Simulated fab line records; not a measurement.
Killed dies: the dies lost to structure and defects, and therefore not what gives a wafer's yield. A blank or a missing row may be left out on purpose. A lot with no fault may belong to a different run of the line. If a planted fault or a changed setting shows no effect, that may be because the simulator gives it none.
A struck lot beside a sound one ; flow sky130 ; 42 out of 708 route steps
Sound: the wafers L722.2, L722.3, L722.5. The struck wafers were L728.2, L728.5, L728.6. At the end, the cause is stated.
Order at every step that has rows: each side's tool, ch and its chambers, its first start. Under that, the readings that differ: sound wafers ; struck wafers ; difference of the means ; sigmas: that difference in standard deviations of wafers without a fault.
alike: same words and numbers on both sides, and readings whose means sit less than 2 such deviations apart. not compared: any withheld reading, any reading some wafer has no value for, any bound like >300 that may hide the same value, and any number with overlapping values for which the record gives no deviation.
A row with sigmas, a row that says differs or no value, or rows on one side alone: a step with any of these is where the two part. Non-overlapping numbers with no deviation appear without sigmas and do not part them. A reading missing from all wafers of one side parts the sides only when that side holds two or more wafers.

first, 1 step without rows for these wafers: SKY_FIELD_ISO_ANNEAL_26 (time 1800 s).
SKY_FIELD_ISO_CMP_27: polishes, stops on Si3N4, t overpolish 16 s, target thk 457.8 nm.
  sound on cmp-01 ch 0,3, day 3 00:08; struck on cmp-02 ch 1,2,3, day 4 04:25
  alike: motor current A, overpolish run s, time to endpoint s
then, 5 steps without rows for these wafers: SKY_FIELD_ISO_WET_ETCH_28 (etches SiO2 in dHF, target depth 23.7 nm, time 47 s); SKY_FIELD_ISO_WET_ETCH_29 (etches Si3N4 in H3PO4, target depth 160 nm, time 1825 s); SKY_FIELD_ISO_WET_ETCH_30 (etches SiO2 in dHF, target depth 25 nm, time 50 s); SKY_NWELL_CLEAN_00 (cleans in SC1/SC2, time 150 s); SKY_NWELL_OXIDATION_01 (stabilise 600 s, purge 300 s, target thk 10 nm).
SKY_NWELL_THK_MEAS_02:
  struck on film metro-01, day 4 07:37; sound on film metro-03, day 3 02:38
  alike: NWELL_OXIDATION_THK
then, 4 steps without rows for these wafers: SKY_DNWELL_DEHYDRATE_00 (time 60 s); SKY_DNWELL_HMDS_01 (prime time 60 s); SKY_DNWELL_COAT_02 (resist thk 3000 nm); SKY_DNWELL_SOFTBAKE_03.
SKY_DNWELL_EXPOSE_04: exposes mask DNM, target cd 3000 nm.
  sound on iline stepper-01 ch 0, day 3 11:31; struck on iline stepper-02 ch 0, day 4 15:46
reading;sound;struck;difference;sigmas
mask;DNM#0 DNM#0 DNM#0;NWM#0 NWM#0 NWM#0;differs;
  alike: focus offset nm
then, 3 steps without rows for these wafers: SKY_DNWELL_PEB_05; SKY_DNWELL_DEVELOP_06 (develop time 60 s); SKY_DNWELL_IMPLANT_07.
SKY_DNWELL_STRIP_08: strips in O2/N2.
  sound on plasma asher-01 ch 0,1, day 3 19:43; struck on plasma asher-04 ch 0,1, day 5 01:21
  alike: drypump motor current A, oes product au, strip time to endpoint s
  not compared: rf hours counter h
SKY_DNWELL_TW_MEAS_09:
  struck on film metro-04, day 5 01:28; sound on film metro-03, day 3 19:50
reading;sound;struck;difference;sigmas
DNWELL_TW;1129 1124 1117;30 30 30;-1093;-73
then, 7 steps without rows for these wafers: SKY_PWDE_DEHYDRATE_00 (time 60 s); SKY_PWDE_HMDS_01 (prime time 60 s); SKY_PWDE_COAT_02 (resist thk 3000 nm); SKY_PWDE_SOFTBAKE_03; SKY_PWDE_EXPOSE_04 (exposes mask PWDEM, target cd 840 nm); SKY_PWDE_PEB_05; SKY_PWDE_DEVELOP_06 (develop time 60 s).
SKY_PWDE_OVL_MEAS_07:
  struck on overlay-01, day 5 20:51; sound on overlay-01, day 4 11:54
  alike: PWDE_OVL
next, for these wafers, 1 step has no rows: SKY_PWDE_IMPLANT_08.
SKY_PWDE_STRIP_09: strips in O2/N2.
  sound on plasma asher-04 ch 0, day 4 12:05; struck on plasma asher-03 ch 0,1, day 5 21:02
  alike: drypump motor current A, oes product au, strip time to endpoint s
  not compared: rf hours counter h
SKY_PWDE_TW_MEAS_10:
  struck on film metro-04, day 5 21:08; sound on film metro-04, day 4 12:11
  alike: PWDE_TW
then, 7 steps without rows for these wafers: SKY_NWELL_DEHYDRATE_03 (time 60 s); SKY_NWELL_HMDS_04 (prime time 60 s); SKY_NWELL_COAT_05 (resist thk 3000 nm); SKY_NWELL_SOFTBAKE_06; SKY_NWELL_EXPOSE_07 (exposes mask NWM, target cd 840 nm); SKY_NWELL_PEB_08; SKY_NWELL_DEVELOP_09 (develop time 60 s).
SKY_NWELL_OVL_MEAS_10:
  struck on overlay-01, day 6 15:33; sound on overlay-01, day 5 06:12
  alike: NWELL_00_OVL
then, 3 steps without rows for these wafers: SKY_NWELL_IMPLANT_11; SKY_NWELL_IMPLANT_12; SKY_NWELL_IMPLANT_13.
SKY_NWELL_STRIP_14: strips in O2/N2.
  sound on plasma asher-02 ch 0,1, day 5 06:41; struck on plasma asher-02 ch 0,1, day 6 16:02
reading;sound;struck;difference;sigmas
strip time to endpoint s (s);37.23 37.01 37.06;36.86 36.88 36.98;-0.19;-2
  alike: drypump motor current A, oes product au
  not compared: rf hours counter h
SKY_NWELL_TW_MEAS_15:
  struck on film metro-01, day 6 16:08; sound on film metro-04, day 5 06:47
reading;sound;struck;difference;sigmas
NWELL_TW;1831 1830 1827;1882 1893 1892;+60;+2

== WHERE THEY PART ==
First at SKY_DNWELL_EXPOSE_04; last, within this record, at SKY_NWELL_TW_MEAS_15.

WHY: whatever the simulator had introduced
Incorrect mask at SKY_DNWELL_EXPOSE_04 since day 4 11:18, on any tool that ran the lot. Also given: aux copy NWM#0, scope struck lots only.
